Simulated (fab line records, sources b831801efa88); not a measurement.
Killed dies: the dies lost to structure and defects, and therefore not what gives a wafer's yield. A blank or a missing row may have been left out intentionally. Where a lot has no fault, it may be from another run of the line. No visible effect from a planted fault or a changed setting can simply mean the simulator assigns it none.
Which tool did it?	flow gf180mcu	Sampling: 11 lots, 33 wafers, 5 of 602 route steps

WHAT EACH GAUGE READ, for each wafer
GF_HV_LDD_THK_MEAS_57. Usual: HV_LDD_CVD_56_THK 90.1 nm, standard deviation 0.89.
lot	measured	on	HV_LDD_CVD_56_THK (nm)	flag
L609	day 12 22:11	filmMetro-02	90.4 90.0 89.1	
L610	day 12 22:10	filmMetro-01	90.7 90.3 90.0	
L611	day 13 12:40	filmMetro-01	90.5 90.9 90.9	
L612	day 14 03:00	filmMetro-04	90.5 90.0 90.5	
L615	day 14 21:13	filmMetro-02	90.9 90.2 90.4	
L616	day 15 03:43	filmMetro-01	90.8 90.8 90.4	
L617	day 15 15:20	filmMetro-04	89.6 89.5 90.2	
L619	day 16 04:46	filmMetro-02	92.0 91.0 92.3	
L621	day 16 17:59	filmMetro-02	90.9 90.9 90.8	
L626	day 18 14:40	filmMetro-04	113.8 114.2 114.3	OFF
L628	day 19 11:38	filmMetro-04	114.4 114.8 115.4	OFF

GF_CONTACT_CD_MEAS_14 targets a cd of 220 nm. Usual: cdNm at 219.9 nm, with a standard deviation of 1.3.
lot	measured	on	cdNm (nm)	flag
L609	day 16 12:35	cdSem-02	220.5 219.6 221.0	
L610	day 16 12:56	cdSem-01	222.8 222.3 221.8	
L611	day 17 05:25	cdSem-02	220.4 220.7 220.6	
L612	day 17 19:48	cdSem-01	217.2 216.9 218.6	
L615	day 18 18:22	cdSem-01	222.3 221.4 221.5	
L616	day 19 00:58	cdSem-02	222.2 221.5 221.1	
L617	day 19 13:31	cdSem-01	220.1 219.8 217.9	
L619	day 20 04:35	cdSem-01	219.1 220.5 219.5	
L621	day 20 20:16	cdSem-01	220.4 220.2 220.7	
L626	day 22 15:53	cdSem-01	219.1 219.6 220.1	
L628	day 23 12:42	cdSem-01	220.3 219.9 220.9	

GF_V1_OVL_MEAS_15. Usual: V1_OVL 3 nm, standard deviation 4.8.
lot	measured	on	V1_OVL (nm)	flag
L609	day 18 14:05	overlay-02	10 4 10	
L610	day 18 14:56	overlay-01	6 1 -2	
L611	day 19 07:17	overlay-01	4 2 14	
L612	day 19 23:22	overlay-02	3 -1 -4	
L615	day 20 22:19	overlay-01	7 4 2	
L616	day 21 04:59	overlay-01	6 7 1	
L617	day 21 17:19	overlay-02	7 1 4	
L619	day 22 07:19	overlay-01	2 -5 -3	
L621	day 22 22:04	overlay-02	10 12 12	
L626	day 24 15:44	overlay-01	3 3 1	
L628	day 25 11:41	overlay-02	3 0 0	

WHICH TOOL RAN EACH LOT (tool, then ch and the chambers of the sampled wafers, then the start)
lot	GF_HV_LDD_CVD_56	GF_HV_LDD_ETCHBACK_58
L609	lpcvd-01 ch 1, day 12 20:44	rieDiel-01 ch 1,2, day 12 22:13
L610	lpcvd-01 ch 0, day 12 20:44	rieDiel-04 ch 1,2,3, day 12 22:13
L611	lpcvd-01 ch 1, day 13 11:14	rieDiel-01 ch 0,2,3, day 13 12:44
L612	lpcvd-02 ch 0, day 14 01:34	rieDiel-04 ch 0,2,3, day 14 03:04
L615	lpcvd-02 ch 1, day 14 19:47	rieDiel-02 ch 1,2, day 14 21:17
L616	lpcvd-01 ch 1, day 15 02:17	rieDiel-04 ch 0,2,3, day 15 03:47
L617	lpcvd-01 ch 1, day 15 13:11	rieDiel-04 ch 0,1,2, day 15 15:23
L619	lpcvd-01 ch 0, day 16 03:20	rieDiel-01 ch 0,1,2, day 16 04:49
L621	lpcvd-02 ch 1, day 16 16:34	rieDiel-04 ch 0,2,3, day 16 18:02
L626	lpcvd-02 ch 0, day 18 12:30	rieDiel-02 ch 0,1,2, day 18 14:43
L628	lpcvd-02 ch 0, day 19 10:12	rieDiel-01 ch 2,3, day 19 11:41
- GF_HV_LDD_CVD_56: deposits Si3N4 from DCS/NH3, target thk 90 nm, time 1543 s.
- GF_HV_LDD_ETCHBACK_58: etches Si3N4 in CH3F/O2, stops on SiO2, time 100 s, target depth 90 nm.

AS READ BY THE TOOLS THEMSELVES (means over the sampled wafers that have a number; for cases with no such wafer, the mark the record gives instead)
GF_HV_LDD_CVD_56. Usual: spikeTcBottomC 788 C, standard deviation 5.5; spikeTcCentreC 771.6 C, standard deviation 1.2; spikeTcLowerC 770.4 C, standard deviation 1.3; spikeTcTopC 786.0 C, standard deviation 1.6; spikeTcUpperC 770.1 C, standard deviation 1.2.
lot	tool	spikeTcBottomC (C)	spikeTcCentreC (C)	spikeTcLowerC (C)	spikeTcTopC (C)	spikeTcUpperC (C)	flag
L609	lpcvd-01	787	770.7	769.4	783.6	769.6	
L610	lpcvd-01	796	771.7	770.0	787.1	770.8	
L611	lpcvd-01	787	770.4	769.3	784.2	770.9	
L612	lpcvd-02	784	772.4	771.3	784.8	769.0	
L615	lpcvd-02	785	772.4	772.5	788.1	769.8	
L616	lpcvd-01	786	770.2	769.8	783.3	769.7	
L617	lpcvd-01	787	770.0	769.5	784.5	770.2	
L619	lpcvd-01	797	772.2	770.5	787.4	771.6	
L621	lpcvd-02	785	771.1	771.5	787.5	770.4	
L626	lpcvd-02	796	784.7	785.5	798.5	781.6	OFF
L628	lpcvd-02	798	784.1	784.6	798.9	782.7	OFF

GF_HV_LDD_ETCHBACK_58. Usual: biasW 79.98 W, standard deviation 0.23; drypumpMotorCurrentA 5.8 A, standard deviation 0.3; oesProductAu 0.843 a.u., standard deviation 0.0064; rfFwdPowerW 397.6 W, standard deviation 1.4; throttleValvePct 10.562 %, standard deviation 0.0093.
lot	tool	biasW (W)	drypumpMotorCurrentA (A)	oesProductAu (a.u.)	rfFwdPowerW (W)	throttleValvePct (%)	flag
L609	rieDiel-01	79.86	5.9	0.839	398.1	10.571	
L610	rieDiel-04	79.78	5.6	0.848	398.5	10.555	
L611	rieDiel-01	79.81	5.7	0.844	398.3	10.558	
L612	rieDiel-04	79.92	5.4	0.843	398.3	10.563	
L615	rieDiel-02	80.12	6.0	0.841	396.4	10.565	
L616	rieDiel-04	80.02	5.4	0.846	398.3	10.558	
L617	rieDiel-04	80.17	5.6	0.844	397.2	10.568	
L619	rieDiel-01	79.95	5.8	0.847	396.7	10.559	
L621	rieDiel-04	79.98	5.4	0.849	398.0	10.565	
L626	rieDiel-02	79.72	6.1	0.968	396.6	10.562	OFF
L628	rieDiel-01	79.99	5.6	0.972	395.7	10.573	OFF

THE ANSWER, worked out from the rows above alone
Rule: a lot is off if the mean of its wafers that have a number lies more than 3 standard deviations from the usual mean. Also off: a lot with no number at a reading for which 4 or more lots have one. Any other lot the step has rows for is counted as sound. First the gauges in route order, then the tools' own readings, where a lot's mean is used as printed above. At the first step where some lot is off, the reading lying furthest off is the one used; lots without a number count as furthest.
Off: at GF_HV_LDD_THK_MEAS_57 (HV_LDD_CVD_56_THK), L626, L628.
If a tool, at a process step before that reading, ran all the lots that are off and no sound lot after the first of them, it fits. Not tried: the gauges at GF_HV_LDD_THK_MEAS_57; whatever is off there is also off at GF_HV_LDD_CVD_56, on other tools, and gauge error can't account for it. One fits: lpcvd-02 at GF_HV_LDD_CVD_56. A fault onset in the window from L621 (day 16 16:34, its last sound lot) to L626 (day 18 12:30, its first lot off) fits.
The tool's own readings at GF_HV_LDD_CVD_56 bear it out: on the lots that are off they differ by more than 5 times the standard deviation of the sound lots' means. spikeTcCentreC reads 784.4 C there against 771.2 C on the sound lots; spikeTcLowerC reads 785.0 C there against 770.4 C on the sound lots; spikeTcTopC reads 798.7 C there against 785.6 C on the sound lots; spikeTcUpperC reads 782.2 C there against 770.2 C on the sound lots.

WHAT THE SIMULATOR PUT IN
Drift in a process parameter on lpcvd-02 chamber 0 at GF_HV_LDD_CVD_56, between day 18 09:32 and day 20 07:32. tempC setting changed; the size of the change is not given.
Lots struck among those shown: L626, L628. The rule above found the same.
